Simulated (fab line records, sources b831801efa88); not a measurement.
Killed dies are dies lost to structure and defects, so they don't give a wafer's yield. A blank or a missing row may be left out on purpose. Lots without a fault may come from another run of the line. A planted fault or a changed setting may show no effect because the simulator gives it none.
A struck lot beside a sound one | flow sky130 | 29 steps out of a route of 708
Sound: wafers L723.1, L723.2, L723.3. Struck: wafers L730.1, L730.3, L730.4. The cause comes at the end.
At each step with rows: each side's tool, then ch and its chambers, then its first start. Under that, the readings that differ: sound wafers | struck wafers | difference of the means | sigmas: that difference in standard deviations of wafers without a fault.
alike: readings whose means differ by less than 2 such deviations, and words and numbers that are the same on both sides. not compared: withheld readings, readings that some wafer has no value for, bounds like >300 that may hide the same value, and numbers for which the record gives no deviation and whose values overlap.
The two part at a step that has a row with sigmas, a row that says differs or no value, or rows on one side only. Numbers that don't overlap but have no deviation are shown without sigmas and don't part them. A reading that every wafer of one side lacks parts them only if that side has two wafers or more.

SKY_FIELD_ISO_BOW_MEAS_00:
  sound on film_metro-02, day 3 12:00; struck on film_metro-02, day 4 23:00
  alike: INCOMING_BOW
then, 1 step without rows for these wafers: SKY_FIELD_ISO_OXIDATION_01 (stabilise 600 s, purge 300 s, target thk 12 nm).
SKY_FIELD_ISO_THK_MEAS_02:
  sound on film_metro-01, day 3 14:34; struck on film_metro-02, day 5 01:17
  alike: FIELD_ISO_OXIDATION_00_THK
SKY_FIELD_ISO_CVD_03: deposits Si3N4 from DCS/NH3, target thk 165 nm, time 2830 s.
  sound on lpcvd-02 ch 1, day 3 15:47; struck on lpcvd-02 ch 0, day 5 02:05
  no value came back on the struck wafers for pressure_mtorr (mTorr), spike_tc_bottom_C (C), spike_tc_top_C (C); on the sound wafers pressure_mtorr (mTorr) reads 249.0 249.7 249.4
then, 8 steps without rows for these wafers: SKY_FIELD_ISO_DEHYDRATE_05 (time 60 s); SKY_FIELD_ISO_HMDS_06 (prime time 60 s); SKY_FIELD_ISO_COAT_07 (resist thk 60 nm); SKY_FIELD_ISO_COAT_08 (resist thk 450 nm); SKY_FIELD_ISO_SOFTBAKE_09 (time 90 s); SKY_FIELD_ISO_EXPOSE_10 (exposes mask FOM, target cd 150 nm); SKY_FIELD_ISO_PEB_11; SKY_FIELD_ISO_DEVELOP_12 (develop time 60 s).
SKY_FIELD_ISO_CD_MEAS_13: target cd 150 nm.
  sound on cd_sem-01, day 4 10:10; struck on cd_sem-01, day 5 22:15
  alike: cd_nm
SKY_FIELD_ISO_ETCH_14: etches BARC in N2/H2, stops on SiO2, time 45.9 s, target depth 60 nm.
  sound on rie_diel-03 ch 1,2,3, day 4 10:17; struck on rie_diel-01 ch 0,1,3, day 5 22:22
  alike: chamber_pressure_mTorr, drypump_motor_current_A, oes_product_au, throttle_valve_pct
  not compared: rf_hours_counter_h
SKY_FIELD_ISO_ETCH_15: etches the open film in CHF3/O2, stops on Si, target depth 180 nm, time 72 s.
  sound on rie_diel-03 ch 1,2,3, day 4 10:19; struck on rie_diel-01 ch 0,1,3, day 5 22:25
  reading                  | sound             | struck            | difference | sigmas
  oes_product_au (a.u.)    | 0.952 0.947 0.948 | 0.967 0.985 0.986 | +0.030     | +5
  model.etch.depth_nm (nm) | 165.6 165.1 165.5 | 171.3 180 176.9   | +10.7      |
  alike: O2_flow_sccm, chamber_pressure_mTorr, drypump_motor_current_A, throttle_valve_pct
  not compared: rf_hours_counter_h
SKY_FIELD_ISO_STRIP_16: strips in O2/N2.
  sound on plasma_asher-03 ch 0,1, day 4 10:23; struck on plasma_asher-04 ch 0,1, day 5 22:28
  alike: chamber_pressure_mTorr, drypump_motor_current_A, oes_product_au, strip_time_to_endpoint_s
  not compared: rf_hours_counter_h
SKY_FIELD_ISO_ETCH_17: etches Si in HBr/Cl2/O2, target depth 342 nm, time 97.7 s.
  sound on rie_si-01 ch 0,1,2, day 4 10:29; struck on rie_si-02 ch 1,2,3, day 5 22:34
  alike: O2_flow_sccm, chamber_pressure_mTorr, drypump_motor_current_A, oes_product_au, throttle_valve_pct
  not compared: rf_hours_counter_h
then, 4 steps without rows for these wafers: SKY_FIELD_ISO_WET_ETCH_18 (etches Si3N4 in H3PO4, target depth 25 nm, time 286 s); SKY_FIELD_ISO_CLEAN_19 (cleans in SC1/SC2, time 150 s); SKY_FIELD_ISO_CLEAN_20 (cleans in dHF, time 20 s); SKY_FIELD_ISO_WET_ETCH_21 (etches SiO2 in dHF, target depth 20 nm, time 400 s).
SKY_FIELD_ISO_OXIDATION_22: stabilise 600 s, purge 300 s, target thk 10 nm.
  sound on furnace-01 ch 0, day 4 12:00; struck on furnace-02 ch 0, day 5 22:55
  reading                                          | sound             | struck            | difference | sigmas
  model.SiO2_of_FIELD_ISO_OXIDATION_01.thk_nm (nm) | 12.04 12.25 12.15 | 10.03 9.838 10.22 | -2.12      |
  alike: spike_tc_top_C
SKY_FIELD_ISO_THK_MEAS_23:
  sound on film_metro-02, day 4 13:11; struck on film_metro-01, day 6 00:05
  reading                         | sound          | struck | difference                    | sigmas
  FIELD_ISO_OXIDATION_01_THK (nm) | 9.80 9.99 9.94 | - - -  | no value on the struck wafers |
then, 2 steps without rows for these wafers: SKY_FIELD_ISO_CVD_24 (deposits SiO2, target thk 595 nm, time 99.2 s); SKY_FIELD_ISO_ANNEAL_26 (time 1800 s).
SKY_FIELD_ISO_CMP_27: polishes, stops on Si3N4, t overpolish 16 s, target thk 457.8 nm.
  sound on cmp-02 ch 1,2,3, day 4 15:19; struck on cmp-01 ch 0,2,3, day 6 02:37
  alike: head_pressure_psi, motor_current_A
then, 1 step without rows for these wafers: SKY_FIELD_ISO_WET_ETCH_28 (etches SiO2 in dHF, target depth 23.7 nm, time 47 s).
SKY_FIELD_ISO_WET_ETCH_29: etches Si3N4 in H3PO4, target depth 160 nm, time 1825 s.
  sound on wet_bench-04 ch 1, day 4 15:36; struck on wet_bench-03 ch 1, day 6 02:56
  reading                                          | sound             | struck            | difference | sigmas
  model.SiO2_of_FIELD_ISO_OXIDATION_01.thk_nm (nm) | 11.72 11.93 11.84 | 9.693 9.497 9.878 | -2.141     |
then, 1 step without rows for these wafers: SKY_FIELD_ISO_WET_ETCH_30 (etches SiO2 in dHF, target depth 25 nm, time 48.96 s).

WHERE THEY PART
First at SKY_FIELD_ISO_CVD_03; last, within this record, at SKY_FIELD_ISO_THK_MEAS_23. Later steps at which nothing parts them and some readings are alike: SKY_FIELD_ISO_CMP_27.

WHY: what the simulator had put in
Skipped step whole: lpcvd-02, from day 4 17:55 on, at SKY_FIELD_ISO_CVD_03. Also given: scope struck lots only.
